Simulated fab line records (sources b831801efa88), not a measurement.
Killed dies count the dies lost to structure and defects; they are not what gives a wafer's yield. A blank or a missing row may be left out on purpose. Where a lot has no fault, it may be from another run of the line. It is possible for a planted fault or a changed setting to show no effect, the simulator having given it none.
Shared-tool check / flow gf180mcu / 12 lots and 36 wafers in the sample

WHY THIS WAS OPENED
2 of 12 lots carry a flag on the reading V4_CVD_00_THK at GF_V4_THK_MEAS_01. No-fault wafers: 599 nm, standard deviation 5.2.
Rule: flag the lot when none of its wafers has a number, or when each of its wafers that has one lies beyond 4 standard deviations from that mean. The rest of the lots are taken to be sound.

lot=L495; measured=day 23 13:07; on=filmMetro-02; V4_CVD_00_THK (nm), wafer by wafer=599 592 597; flag=
lot=L497; measured=day 24 09:28; on=filmMetro-02; V4_CVD_00_THK (nm), wafer by wafer=595 599 600; flag=
lot=L498; measured=day 24 14:29; on=filmMetro-04; V4_CVD_00_THK (nm), wafer by wafer=595 595 605; flag=
lot=L500; measured=day 25 06:59; on=filmMetro-01; V4_CVD_00_THK (nm), wafer by wafer=604 613 604; flag=
lot=L501; measured=day 25 15:53; on=filmMetro-02; V4_CVD_00_THK (nm), wafer by wafer=590 594 591; flag=
lot=L503; measured=day 26 08:34; on=filmMetro-02; V4_CVD_00_THK (nm), wafer by wafer=596 590 593; flag=
lot=L505; measured=day 27 05:10; on=filmMetro-01; V4_CVD_00_THK (nm), wafer by wafer=603 606 602; flag=
lot=L510; measured=day 28 12:09; on=filmMetro-02; V4_CVD_00_THK (nm), wafer by wafer=719 717 724; flag=FLAGGED
lot=L511; measured=day 29 01:20; on=filmMetro-01; V4_CVD_00_THK (nm), wafer by wafer=708 718 712; flag=FLAGGED
lot=L512; measured=day 29 12:22; on=filmMetro-04; V4_CVD_00_THK (nm), wafer by wafer=606 602 604; flag=
lot=L514; measured=day 30 05:35; on=filmMetro-04; V4_CVD_00_THK (nm), wafer by wafer=596 599 595; flag=
lot=L517; measured=day 30 20:25; on=filmMetro-04; V4_CVD_00_THK (nm), wafer by wafer=597 588 593; flag=
The mean of the flagged lots' numbers is 716 nm, +117 nm from the usual (+23 standard deviations).

EACH LOT AND THE TOOL IT RAN ON
Before the reading, the record contains 2 process steps out of a 602-step route. Each cell gives the tool, then ch followed by the chambers the sampled wafers passed through, then the start.
lot=L495; flag=; GF_M4_SPUTTER_00=pvdSputter-02, day 22 13:19; GF_V4_CVD_00=hdpcvd-02 ch 0,1, day 23 13:02
lot=L497; flag=; GF_M4_SPUTTER_00=pvdSputter-04, day 23 09:37; GF_V4_CVD_00=hdpcvd-01 ch 1,2, day 24 09:23
lot=L498; flag=; GF_M4_SPUTTER_00=pvdSputter-04, day 23 14:40; GF_V4_CVD_00=hdpcvd-02 ch 0,1,2, day 24 14:25
lot=L500; flag=; GF_M4_SPUTTER_00=pvdSputter-01, day 24 07:44; GF_V4_CVD_00=hdpcvd-01 ch 0,1,2, day 25 06:55
lot=L501; flag=; GF_M4_SPUTTER_00=pvdSputter-04, day 24 17:32; GF_V4_CVD_00=hdpcvd-02 ch 0,1,2, day 25 15:49
lot=L503; flag=; GF_M4_SPUTTER_00=pvdSputter-04, day 25 10:06; GF_V4_CVD_00=hdpcvd-01 ch 0,1,2, day 26 08:28
lot=L505; flag=; GF_M4_SPUTTER_00=pvdSputter-01, day 26 07:31; GF_V4_CVD_00=hdpcvd-01 ch 0,2, day 27 05:05
lot=L510; flag=FLAGGED; GF_M4_SPUTTER_00=pvdSputter-01, day 27 15:10; GF_V4_CVD_00=hdpcvd-02 ch 0,2, day 28 12:04
lot=L511; flag=FLAGGED; GF_M4_SPUTTER_00=pvdSputter-02, day 28 04:13; GF_V4_CVD_00=hdpcvd-02 ch 0,1, day 29 01:14
lot=L512; flag=; GF_M4_SPUTTER_00=pvdSputter-01, day 28 16:34; GF_V4_CVD_00=hdpcvd-01 ch 1,2, day 29 12:17
lot=L514; flag=; GF_M4_SPUTTER_00=pvdSputter-02, day 29 09:02; GF_V4_CVD_00=hdpcvd-01 ch 0,1,2, day 30 05:31
lot=L517; flag=; GF_M4_SPUTTER_00=pvdSputter-01, day 30 00:47; GF_V4_CVD_00=hdpcvd-01 ch 0,1,2, day 30 20:20
What is done by these steps:
- GF_M4_SPUTTER_00: material Ti, target thk 37.5 nm, time 150 s.
- GF_V4_CVD_00: deposits SiO2, target thk 600 nm, time 100 s.
- GF_V4_THK_MEAS_01

FLAGGED AGAINST TOTAL, ONE TOOL AT A TIME (gauges that did the reading follow at the end)
step=GF_M4_SPUTTER_00; tool=pvdSputter-01; lots run=5; flagged=1; share of the flagged lots=some; sound lots run after its first flagged lot=2 (L512,L517)
step=GF_M4_SPUTTER_00; tool=pvdSputter-02; lots run=3; flagged=1; share of the flagged lots=some; sound lots run after its first flagged lot=1 (L514)
step=GF_M4_SPUTTER_00; tool=pvdSputter-04; lots run=4; flagged=0; share of the flagged lots=none; sound lots run after its first flagged lot=-
step=GF_V4_CVD_00; tool=hdpcvd-01; lots run=7; flagged=0; share of the flagged lots=none; sound lots run after its first flagged lot=-
step=GF_V4_CVD_00; tool=hdpcvd-02; lots run=5; flagged=2; share of the flagged lots=all; sound lots run after its first flagged lot=0
step=GF_V4_THK_MEAS_01; tool=filmMetro-01; lots run=3; flagged=1; share of the flagged lots=some; sound lots run after its first flagged lot=0
step=GF_V4_THK_MEAS_01; tool=filmMetro-02; lots run=5; flagged=1; share of the flagged lots=some; sound lots run after its first flagged lot=0
step=GF_V4_THK_MEAS_01; tool=filmMetro-04; lots run=4; flagged=0; share of the flagged lots=none; sound lots run after its first flagged lot=-

THE TABLE: WHAT IT ALLOWS
Rows of the table that ran each flagged lot: 1, that is hdpcvd-02 at GF_V4_CVD_00.
- hdpcvd-02 at GF_V4_CVD_00: 2 of its 5 lots flagged. A fault beginning between L501 (day 25 15:49), its last sound lot, and L510 (day 28 12:04), its first flagged one, fits the data. Its own readings (sih4FlowSccm) fall more than 4 standard deviations out on all wafers of the flagged lots.
Left over: one tool, hdpcvd-02 at GF_V4_CVD_00.

WHAT HAD BEEN PUT IN BY THE SIMULATOR
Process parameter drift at GF_V4_CVD_00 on hdpcvd-02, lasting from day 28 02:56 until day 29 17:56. From 60, the setting sih4FlowSccm moved by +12. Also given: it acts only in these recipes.
Lots struck among those shown: L510, L511. The same result came from the rule above.
